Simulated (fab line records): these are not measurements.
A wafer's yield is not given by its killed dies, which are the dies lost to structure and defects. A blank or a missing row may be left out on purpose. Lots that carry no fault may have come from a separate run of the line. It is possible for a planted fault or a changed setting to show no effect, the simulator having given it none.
Chamber matching :: flow gf180mcu :: GF_STI_ETCH_13 on rie diel-02: 4 sister chambers
The step etches the open film in CHF3/O2, stops on Si, target depth 282.31 nm, time 112.9 s. 14 wafers are shown with their chamber, then 7 later ones without.

WAFERS WITH THEIR CHAMBER
wafer: L950.2
chamber: 1
throttle valve pct (%): 8.801
oes product au (a.u.): 0.823

wafer: L950.3
chamber: 2
throttle valve pct (%): 8.793
oes product au (a.u.): 0.833

wafer: L950.6
chamber: 1
throttle valve pct (%): 8.828
oes product au (a.u.): 0.836

wafer: L953.2
chamber: 1
throttle valve pct (%): 8.819
oes product au (a.u.): 0.826

wafer: L953.3
chamber: 2
throttle valve pct (%): 8.800
oes product au (a.u.): 0.828

wafer: L953.6
chamber: 0
throttle valve pct (%): 8.817
oes product au (a.u.): 0.828

wafer: L955.1
chamber: 2
throttle valve pct (%): 8.825
oes product au (a.u.): 0.820

wafer: L955.2
chamber: 1
throttle valve pct (%): 8.800
oes product au (a.u.): 0.826

wafer: L955.5
chamber: 0
throttle valve pct (%): 8.796
oes product au (a.u.): 0.827

wafer: L957.1
chamber: 1
throttle valve pct (%): 8.806
oes product au (a.u.): 0.834

wafer: L957.3
chamber: 2
throttle valve pct (%): 8.812
oes product au (a.u.): 0.828

wafer: L957.5
chamber: 2
throttle valve pct (%): 8.811
oes product au (a.u.): 0.831

wafer: L958.2
chamber: 3
throttle valve pct (%): 8.820
oes product au (a.u.): 0.829

wafer: L958.3
chamber: 1
throttle valve pct (%): 8.802
oes product au (a.u.): 0.836

SIGNATURES, as means of the wafers listed above
reading: throttle valve pct
chamber 0: 8.80650
chamber 1: 8.80933
chamber 2: 8.80820
chamber 3: 8.82000
scatter within a chamber: 0.0122

reading: oes product au
chamber 0: 0.82750
chamber 1: 0.83017
chamber 2: 0.82800
chamber 3: 0.82900
scatter within a chamber: 0.00517
Rule: a wafer lies at a distance from a chamber equal to the root of the sum of squares, over the readings, of (its reading less the chamber's mean, divided by the reading's scatter). The wafer belongs to the nearest chamber; if the next one is less than 2 further off, it can't be placed. The scatter: take each reading less its chamber's mean, square it, sum over the shown wafers, divide by the number of wafers less the number of chambers, and take the root.

WAFERS WHOSE CHAMBER IS MISSING
wafer: L958.5
throttle valve pct (%): 8.799
oes product au (a.u.): 0.819

wafer: L969.2
throttle valve pct (%): 8.812
oes product au (a.u.): 0.842

wafer: L969.4
throttle valve pct (%): 8.833
oes product au (a.u.): 0.839

wafer: L969.5
throttle valve pct (%): 8.812
oes product au (a.u.): 0.838

wafer: L971.1
throttle valve pct (%): 8.825
oes product au (a.u.): 0.831

wafer: L971.2
throttle valve pct (%): 8.812
oes product au (a.u.): 0.836

wafer: L971.3
throttle valve pct (%): 8.818
oes product au (a.u.): 0.834

WHICH CHAMBER EACH ONE RAN IN
wafer: L958.5
from the rows above: can't be placed: 0 or 2 or 1 or 3
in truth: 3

wafer: L969.2
from the rows above: can't be placed: 1 or 3 or 2 or 0
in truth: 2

wafer: L969.4
from the rows above: can't be placed: 3 or 1 or 2 or 0
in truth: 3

wafer: L969.5
from the rows above: can't be placed: 1 or 3 or 2 or 0
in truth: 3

wafer: L971.1
from the rows above: can't be placed: 3 or 1 or 2 or 0
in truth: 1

wafer: L971.2
from the rows above: can't be placed: 1 or 3 or 2 or 0
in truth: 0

wafer: L971.3
from the rows above: can't be placed: 3 or 1 or 2 or 0
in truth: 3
Correctly placed: 0 of 7. Can't be placed from these rows: 7 (the true chamber is among the candidates in 7). Placed wrongly: 0.
